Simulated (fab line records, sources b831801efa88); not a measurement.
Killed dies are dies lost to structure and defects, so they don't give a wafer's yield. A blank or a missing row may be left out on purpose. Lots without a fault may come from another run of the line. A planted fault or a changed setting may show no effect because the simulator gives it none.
Which tool did it? | flow gf180mcu | 15 lots, 45 wafers sampled, at 3 steps of a route of 602

WHAT THE GAUGES READ, wafer by wafer
GF_HV_LDD_THK_MEAS_57. Usual: HV_LDD_CVD_56_THK 89.7 nm, standard deviation 0.87.
lot  | measured     | on            | HV_LDD_CVD_56_THK (nm) | flag
L759 | day 12 05:18 | film_metro-03 | 89.2 89.2 89.5         |
L760 | day 12 13:49 | film_metro-04 | 89.8 89.8 89.9         |
L762 | day 14 03:19 | film_metro-01 | 90.3 89.8 89.8         |
L764 | day 14 04:36 | film_metro-03 | 90.2 90.1 90.1         |
L765 | day 14 11:37 | film_metro-04 | 90.9 91.5 90.4         |
L766 | day 15 01:01 | film_metro-03 | 88.3 88.0 88.2         |
L767 | day 15 06:56 | film_metro-03 | 89.4 90.1 90.1         |
L768 | day 15 18:55 | film_metro-03 | 90.6 89.9 90.3         |
L770 | day 16 12:03 | film_metro-01 | 91.6 91.2 91.4         |
L775 | day 18 05:16 | film_metro-01 | 89.1 89.7 89.5         |
L776 | day 18 06:41 | film_metro-04 | 89.7 90.0 88.9         |
L777 | day 18 16:07 | film_metro-03 | 90.4 90.4 90.2         |
L779 | day 19 10:09 | film_metro-01 | 88.0 89.2 89.4         |
L780 | day 19 15:21 | film_metro-01 | 90.1 91.2 90.9         |
L782 | day 20 08:54 | film_metro-01 | 89.5 89.2 88.9         |

GF_PSD_OVL_MEAS_08. Usual: PSD_OVL -0.1 nm, standard deviation 1.5.
lot  | measured     | on         | PSD_OVL (nm)   | flag
L759 | day 13 21:49 | overlay-02 | 0.4 -1.2 -1.0  |
L760 | day 14 06:38 | overlay-02 | 0.1 -0.2 1.0   |
L762 | day 15 23:10 | overlay-02 | 1.6 2.7 0.3    |
L764 | day 16 00:13 | overlay-02 | 2.0 -0.8 1.3   |
L765 | day 16 08:11 | overlay-01 | -3.5 -1.0 -2.2 |
L766 | day 16 21:20 | overlay-02 | -1.1 -0.4 -1.6 |
L767 | day 17 02:20 | overlay-02 | -0.8 -1.4 -1.4 |
L768 | day 17 15:37 | overlay-02 | 1.1 0.7 3.0    |
L770 | day 18 08:40 | overlay-01 | -1.7 -2.2 -0.3 |
L775 | day 20 03:51 | overlay-02 | - - -          | OFF
L776 | day 20 07:05 | overlay-02 | - - -          | OFF
L777 | day 20 16:02 | overlay-01 | - - -          | OFF
L779 | day 21 10:25 | overlay-02 | -1.6 -0.2 -2.2 |
L780 | day 21 14:05 | overlay-02 | 0.0 -3.0 -1.7  |
L782 | day 22 07:56 | overlay-01 | -1.3 0.7 -1.7  |

WHICH TOOL RAN EACH LOT (tool, then ch and the chambers of the sampled wafers, then the start)
lot  | GF_PSD_DEVELOP_06
L759 | litho_track-01 ch 0, day 13 21:34
L760 | litho_track-04 ch 0, day 14 06:23
L762 | litho_track-01 ch 0, day 15 22:53
L764 | litho_track-04 ch 0, day 15 23:57
L765 | litho_track-02 ch 0, day 16 07:55
L766 | litho_track-02 ch 0, day 16 21:07
L767 | litho_track-02 ch 0, day 17 02:04
L768 | litho_track-04 ch 0, day 17 15:21
L770 | litho_track-04 ch 0, day 18 08:24
L775 | litho_track-01, day 20 03:35
L776 | litho_track-02, day 20 06:50
L777 | litho_track-02, day 20 15:46
L779 | litho_track-04 ch 0, day 21 10:02
L780 | litho_track-02 ch 0, day 21 13:49
L782 | litho_track-02 ch 0, day 22 07:40
- GF_PSD_DEVELOP_06: develop time 60 s.

WHAT THE TOOLS THEMSELVES READ (means of the sampled wafers that have a number; where no wafer has one, the mark that the record gives instead)
GF_PSD_DEVELOP_06. Usual: chill_plate_temp_C 23.02 C, standard deviation 0.1; exhaust_pa 45.1 Pa, standard deviation 1; resist_line_temp_C 23.01 C, standard deviation 0.1.
lot  | tool           | chill_plate_temp_C (C) | exhaust_pa (Pa) | resist_line_temp_C (C) | flag
L759 | litho_track-01 | 22.91                  | 44.4            | 22.99                  |
L760 | litho_track-04 | 23.03                  | 45.1            | 23.09                  |
L762 | litho_track-01 | 22.97                  | 44.7            | 23.05                  |
L764 | litho_track-04 | 23.05                  | 46.4            | 23.04                  |
L765 | litho_track-02 | 23.16                  | 44.9            | 22.96                  |
L766 | litho_track-02 | 22.94                  | 45.6            | 22.99                  |
L767 | litho_track-02 | 22.95                  | 43.9            | 23.13                  |
L768 | litho_track-04 | 23.02                  | 45.7            | 22.97                  |
L770 | litho_track-04 | 23.00                  | 44.9            | 22.91                  |
L775 | litho_track-01 | -                      | -               | -                      | OFF
L776 | litho_track-02 | -                      | -               | -                      | OFF
L777 | litho_track-02 | -                      | -               | -                      | OFF
L779 | litho_track-04 | 23.07                  | 44.4            | 23.10                  |
L780 | litho_track-02 | 23.10                  | 45.3            | 23.06                  |
L782 | litho_track-02 | 22.99                  | 44.9            | 23.16                  |

THE ANSWER, worked out from the rows above alone
Rule: a lot is off if the mean of its wafers that have a number lies more than 3 standard deviations from the usual mean. A lot without any number at a reading at which 4 lots or more have one is off too. The other lots that the step has rows for count as sound. The gauges are gone through in route order, then the tools' own readings, and for those a lot's mean is taken as printed above. The first step at which some lot is off is used, and at that step the reading that is off furthest; a lot without a number counts as furthest.
Off: L775, L776, L777, at GF_PSD_OVL_MEAS_08 (PSD_OVL). Without a number there: L775, L776, L777.
A tool fits if, at a process step before that reading, it ran every lot that is off, and no sound lot after the first of them. The gauges at GF_PSD_OVL_MEAS_08 aren't tried: what is off there is off at GF_PSD_DEVELOP_06 too, on other tools, and a gauge's error can't cause that. None of those tried fits.

WHAT THE SIMULATOR HAD PUT IN
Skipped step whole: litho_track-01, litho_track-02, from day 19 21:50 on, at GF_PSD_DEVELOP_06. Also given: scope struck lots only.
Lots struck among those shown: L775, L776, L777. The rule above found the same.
